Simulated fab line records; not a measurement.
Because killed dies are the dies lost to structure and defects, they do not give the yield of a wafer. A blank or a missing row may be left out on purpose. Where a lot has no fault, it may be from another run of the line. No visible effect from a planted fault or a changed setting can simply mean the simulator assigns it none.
fab line records | flow gf180mcu
record lots=15 wafers=45 last-day=34
route steps=602 shown V3@454 M4@456 V4@477
lots that met no fault: taken from a fault-free run of the same line
start-h: hours from the record's opening day to when the first of the lot's shown wafers began | wait-h: hours elapsed since this lot's preceding step | " unchanged from the row above | L1.1+2: a row that stands for several wafers | - value missing, or start not given | * or withheld: withheld | < > ~ a bound
route shown NAME@n: a module of which the file shows steps, and the number in the route of the first | usual: the fault-free wafers' mean and standard deviation | same: alike in all rows | chamber/n: place in a boat | sites: the reading at each site | _std_site: standard deviation across them | _edge_site: the outer-site mean with the inner-site mean subtracted | radius-mm: for every site, how far away it sits from the centre of the wafer | mask NAME#n: copy n | behind: the last tool/chamber to shape the wafer | hold: why the lot went on hold/how many hours it stayed there/how the hold came to an end | device: the n, p or np transistor that did not switch | end of line: tests run on the same wafers once the route is complete | a step with no rows: only its recipe | killed: count of dies lost to structure and defects at first sort (not the wafer's yield) | map: the dies of a wafer, with x for killed, . for not killed, _ for no die there
set.NAME: the setting as run; set.NAME@STEP: as run at that earlier step | model.NAME: the simulator's own value behind a step, which no gauge read
route steps across a sampled set of lots; one table per step, one row per wafer
services: the hour from which a tool's chamber was out of use, counted from the record's first day as start-h (under 0 if before that day), plus the number of hours and why
## steps
# step GF_V3_THK_MEAS_25
# recipe thk-meas-gauge=xrf reads=W_of_V3_CVD_23
# usual V3_W_THK=347/4.4
# columns lot.wafer tool chamber start-h wait-h V3_W_THK[nm]
L988.2 film-metro-01 - 523.86 0.1 347
L988.5 " - " " 351
L988.6 " - " " 348
L989.1 film-metro-03 - 533.51 0.1 349
L989.2 " - " " 347
L989.5 " - " " 354
L990.1 film-metro-02 - 537.20 0.1 351
L990.2 " - " " 351
L990.3 " - " " 351
L991.1 film-metro-03 - 546.04 0.1 352
L991.4 " - " " 351
L991.5 " - " " 348
L992.1 film-metro-02 - 553.39 0.1 354
L992.4 " - " " 356
L992.6 " - " " 354
L994.2 film-metro-02 - 574.56 0.1 345
L994.3 " - " " 353
L994.5 " - " " 349
L995.1 film-metro-01 - 582.43 0.1 336
L995.4 " - " " 336
L995.6 " - " " 344
L996.1 film-metro-03 - 586.03 0.1 345
L996.2 " - " " 346
L996.3 " - " " 347
L104.3 film-metro-03 - 653.33 0.1 344
L104.5 " - " " 339
L104.6 " - " " 344
L105.1 film-metro-01 - 661.33 0.1 348
L105.2 " - " " 348
L105.4 " - " " 346
L106.1 film-metro-03 - 667.66 0.1 345
L106.4 " - " " 346
L106.5 " - " " 346
L107.1 film-metro-03 - 671.23 0.1 335
L107.2 " - " " 344
L107.6 " - " " 349
L108.1 film-metro-03 - 680.37 0.1 345
L108.3 " - " " 344
L108.6 " - " " 344
L109.1 film-metro-01 - 686.89 0.1 340
L109.4 " - " " 343
L109.5 " - " " 344
L110.1 film-metro-01 - 692.77 0.1 344
L110.3 " - " " 344
L110.5 " - " " 340
# step GF_M4_SPUTTER_00
# recipe material=Ti target-thk-nm=37.5 arriving-ion-energy-ev=80 substrate-temp-c=200 chamber-pressure-pa=2 power-w=4000 time-s=150
# usual substrate-temp-c=199.99/0.15 throttle-valve-pct=30.1/0.99
# columns lot.wafer tool chamber start-h wait-h substrate-temp-c throttle-valve-pct
L988.2 pvd-sputter-03 - 524.21 0.2 199.63 32.1
L988.5 " - " " 199.87 30.0
L988.6 " - " " 199.98 32.1
L989.1 pvd-sputter-01 - 533.87 0.1 200.11 31.3
L989.2 " - " " 199.84 29.6
L989.5 " - " " 200.00 29.9
L990.1 pvd-sputter-01 - 537.56 0.1 199.98 30.0
L990.2 " - " " 199.92 31.6
L990.3 " - " " 200.12 30.5
L991.1 pvd-sputter-01 - 546.40 0.2 199.83 31.4
L991.4 " - " " 200.21 29.9
L991.5 " - " " 200.02 30.1
L992.1 pvd-sputter-03 - 553.75 0.1 200.14 30.1
L992.4 " - " " 200.14 29.3
L992.6 " - " " 199.95 31.8
L994.2 pvd-sputter-01 - 574.91 0.1 199.98 29.6
L994.3 " - " " 200.25 29.8
L994.5 " - " " 199.97 29.5
L995.1 pvd-sputter-03 - 582.79 0.1 199.80 32.3
L995.4 " - " " 200.08 29.3
L995.6 " - " " 199.94 29.4
L996.1 pvd-sputter-04 - 586.39 0.1 199.95 30.1
L996.2 " - " " 200.23 28.7
L996.3 " - " " 199.80 28.6
L104.3 pvd-sputter-01 - 653.67 0.2 199.84 30.2
L104.5 " - " " 200.03 31.4
L104.6 " - " " 200.12 30.1
L105.1 pvd-sputter-03 - 661.69 0.1 199.96 32.0
L105.2 " - " " 199.73 30.0
L105.4 " - " " 199.84 29.3
L106.1 pvd-sputter-01 - 668.02 0.2 199.97 29.3
L106.4 " - " " 200.25 30.1
L106.5 " - " " 200.14 29.8
L107.1 pvd-sputter-04 - 671.59 0.2 199.98 29.2
L107.2 " - " " 200.14 30.5
L107.6 " - " " 200.19 30.4
L108.1 pvd-sputter-01 - 680.82 0.2 200.24 29.9
L108.3 " - " " 200.19 30.3
L108.6 " - " " 200.03 29.5
L109.1 pvd-sputter-01 - 687.25 0.1 200.10 31.3
L109.4 " - " " 199.93 29.8
L109.5 " - " " 199.93 31.6
L110.1 pvd-sputter-04 - 693.13 0.1 199.95 28.6
L110.3 " - " " 199.81 29.0
L110.5 " - " " 200.12 30.7
# step GF_V4_THK_MEAS_01
# recipe reads=SiO2_of_V4_CVD_00
# usual V4_CVD_00_THK=602/5.9
# columns lot.wafer tool chamber start-h wait-h V4_CVD_00_THK[nm]
L988.2 film-metro-01 - 547.92 0.0 598
L988.5 " - " " 596
L988.6 " - " " 601
L989.1 film-metro-04 - 557.15 0.0 601
L989.2 " - " " 603
L989.5 " - " " 608
L990.1 film-metro-01 - 561.21 0.0 609
L990.2 " - " " 600
L990.3 " - " " 600
L991.1 film-metro-04 - 569.29 0.1 595
L991.4 " - " " 600
L991.5 " - " " 592
L992.1 film-metro-04 - 576.15 0.0 607
L992.4 " - " " 604
L992.6 " - " " 601
L994.2 film-metro-04 - 597.23 0.0 607
L994.3 " - " " 595
L994.5 " - " " 599
L995.1 film-metro-01 - 604.98 0.0 589
L995.4 " - " " 595
L995.6 " - " " 597
L996.1 film-metro-04 - 608.47 0.0 600
L996.2 " - " " 593
L996.3 " - " " 608
L104.3 film-metro-04 - 674.03 0.1 603
L104.5 " - " " 596
L104.6 " - " " 603
L105.1 film-metro-02 - 681.86 0.0 602
L105.2 " - " " 595
L105.4 " - " " 600
L106.1 film-metro-01 - 687.87 0.0 597
L106.4 " - " " 609
L106.5 " - " " 603
L107.1 film-metro-02 - 692.19 0.0 615
L107.2 " - " " 614
L107.6 " - " " 613
L108.1 film-metro-04 - 700.51 0.0 612
L108.3 " - " " 604
L108.6 " - " " 616
L109.1 film-metro-01 - 706.76 0.0 601
L109.4 " - " " 607
L109.5 " - " " 597
L110.1 film-metro-02 - 712.58 0.0 595
L110.3 " - " " 602
L110.5 " - " " 601
# step GF_V4_CVD_02
# recipe material=SiO2 target-thk-nm=850 precursor=TEOS temp-c=400 time-s=94.851 rf-w=600
# usual heater-power-outer-w=382/65 heater-power-w=671/100 susceptor-temp-C=400.00/0.2
# columns lot.wafer tool chamber start-h wait-h heater-power-outer-w heater-power-w susceptor-temp-C
L988.2 pecvd-01 0 547.97 0.0 363 630 400.00
L988.5 " 0 " " 384 667 400.08
L988.6 " 1 " " 374 673 400.33
L989.1 pecvd-01 1 557.21 0.1 385 650 399.75
L989.2 " 0 " " 363 612 399.93
L989.5 " 1 " " 282 529 399.79
L990.1 pecvd-03 0 561.27 0.1 449 747 399.95
L990.2 " 1 " " 401 680 400.06
L990.3 " 2 " " 420 740 400.09
L991.1 pecvd-02 1 569.35 0.1 347 580 399.86
L991.4 " 2 " " 333 628 399.89
L991.5 " 2 " " 381 691 399.55
L992.1 pecvd-01 1 576.21 0.1 378 688 399.80
L992.4 " 0 " " 275 519 399.92
L992.6 " 2 " " 406 747 399.98
L994.2 pecvd-01 1 597.28 0.0 344 628 399.74
L994.3 " 0 " " 378 659 400.14
L994.5 " 1 " " 279 529 399.73
L995.1 pecvd-01 0 605.04 0.1 394 645 399.71
L995.4 " 1 " " 375 647 400.34
L995.6 " 0 " " 325 561 400.12
L996.1 pecvd-01 1 608.53 0.1 360 656 399.62
L996.2 " 0 " " 375 644 399.62
L996.3 " 0 " " 294 516 399.81
L104.3 pecvd-03 1 674.07 0.0 - - -
L104.5 " 2 " " - - -
L104.6 " 1 " " - - -
L105.1 pecvd-02 0 681.92 0.1 - - -
L105.2 " 1 " " - - -
L105.4 " 2 " " - - -
L106.1 pecvd-01 0 687.93 0.1 - - -
L106.4 " 1 " " - - -
L106.5 " 0 " " - - -
L107.1 pecvd-02 0 692.25 0.1 517 928 400.24
L107.2 " 1 " " 347 564 399.68
L107.6 " 0 " " 392 763 400.30
L108.1 pecvd-03 0 700.57 0.1 523 854 399.66
L108.3 " 2 " " 422 747 400.08
L108.6 " 0 " " 543 896 399.91
L109.1 pecvd-03 2 706.82 0.1 407 757 399.97
L109.4 " 0 " " 505 865 399.93
L109.5 " 1 " " 359 619 399.97
L110.1 pecvd-02 0 712.64 0.1 456 824 400.32
L110.3 " 1 " " 404 631 399.84
L110.5 " 1 " " 295 494 399.55
# step GF_V4_ETCH_17
# recipe chemistry=C4F8/O2/Ar mask-material=KrF target=SiO2 stop-on=TiN source-w=1500 bias-w=1200 pressure-mtorr=40 c4f8-flow-sccm=withheld O2_flow_sccm=6 Ar_flow_sccm=300 time-s=withheld target-depth-a=6300
# usual oes-product-au=0.856/0.0046
# columns lot.wafer tool chamber start-h wait-h oes-product-au
L988.2 rie-diel-01 0 - - 0.857
L988.5 " 2 " " 0.858
L988.6 " 1 " " 0.854
L989.1 rie-diel-04 2 - - 0.864
L989.2 " 0 " " 0.863
L989.5 " 1 " " 0.856
L990.1 rie-diel-02 0 - - 0.856
L990.2 " 3 " " 0.856
L990.3 " 1 " " 0.851
L991.1 rie-diel-01 2 - - 0.851
L991.4 " 3 " " 0.852
L991.5 " 2 " " 0.852
L992.1 rie-diel-02 1 - - 0.857
L992.4 " 2 " " 0.862
L992.6 " 3 " " 0.851
L994.2 rie-diel-01 1 - - 0.849
L994.3 " 2 " " 0.856
L994.5 " 1 " " 0.864
L995.1 rie-diel-01 0 - - 0.857
L995.4 " 2 " " 0.855
L995.6 " 1 " " 0.857
L996.1 rie-diel-01 1 - - 0.860
L996.2 " 2 " " 0.863
L996.3 " 0 " " 0.856
L104.3 rie-diel-04 0 - - 0.833
L104.5 " 0 " " 0.826
L104.6 " 3 " " 0.830
L105.1 rie-diel-02 0 - - 0.838
L105.2 " 1 " " 0.830
L105.4 " 3 " " 0.835
L106.1 rie-diel-01 1 - - 0.835
L106.4 " 2 " " 0.840
L106.5 " 3 " " 0.835
L107.1 rie-diel-01 0 - - 0.846
L107.2 " 3 " " 0.854
L107.6 " 3 " " 0.858
L108.1 rie-diel-02 2 - - 0.844
L108.3 " 0 " " 0.857
L108.6 " 3 " " 0.865
L109.1 rie-diel-01 0 - - 0.855
L109.4 " 2 " " 0.864
L109.5 " 1 " " 0.857
L110.1 rie-diel-01 3 - - 0.854
L110.3 " 2 " " 0.868
L110.5 " 3 " " 0.852
## services
# columns tool chamber start-h hours kind
pvd-sputter-01 - 505.20 2.9 repair
rie-diel-04 2 506.78 10.9 repair
rie-diel-01 1 515.87 4.7 repair
rie-diel-01 3 522.98 9.0 repair
pvd-sputter-01 - 535.17 1.9 repair
rie-diel-01 1 536.02 7.9 repair
rie-diel-04 0 537.85 13.1 repair
rie-diel-01 0 539.48 18.9 repair
pecvd-02 0 541.95 64.7 repair
rie-diel-01 2 543.88 19.3 repair
pecvd-03 - 551.69 0.7 repair
rie-diel-01 3 553.85 4.4 repair
rie-diel-01 - 564.71 4.7 repair
rie-diel-04 1 589.23 11.7 repair
pecvd-03 - 591.12 14.0 pm
pecvd-01 2 595.17 28.1 repair
pecvd-02 - 596.52 5.5 pm
rie-diel-02 2 596.75 1.4 repair
pecvd-03 0 632.32 12.6 repair
rie-diel-02 2 637.39 2.9 repair
rie-diel-02 - 654.51 2.8 pm
pecvd-02 1 665.18 6.3 repair
pvd-sputter-03 - 679.67 0.6 repair
rie-diel-01 1 716.05 2.7 repair
## key
first-sign step=GF_V4_CVD_02 reading=tool-record direction=missing
effect step=GF_V4_ETCH_17 reading=oes-product-au direction=down sigmas=5 usual=0.856 struck=0.834
met-at GF_V4_CVD_02
struck-lots L104,L105,L106
later-rows-left-out L104.3,L104.5,L104.6,L105.1,L105.2,L105.4,L106.1,L106.4,L106.5
sort-left-out L104.3,L104.5,L104.6,L105.1,L105.2,L105.4
not-acting-at GF_V3_THK_MEAS_25,GF_M4_SPUTTER_00,GF_V4_THK_MEAS_01
onset-between 608.53 674.07
fault kind=skipped-step-whole tool=pecvd-01,pecvd-02,pecvd-03 chamber=- onset-h=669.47 steps=GF_V4_CVD_02 scope=struck-lots-only
# sort-left-out: the simulated sort isn't trusted on such a fault, so these wafers' sort isn't shown, and their yield isn't known
# later-rows-left-out: the simulator's readings of these wafers behind a module that went badly wrong aren't trusted and aren't shown, but for the sort
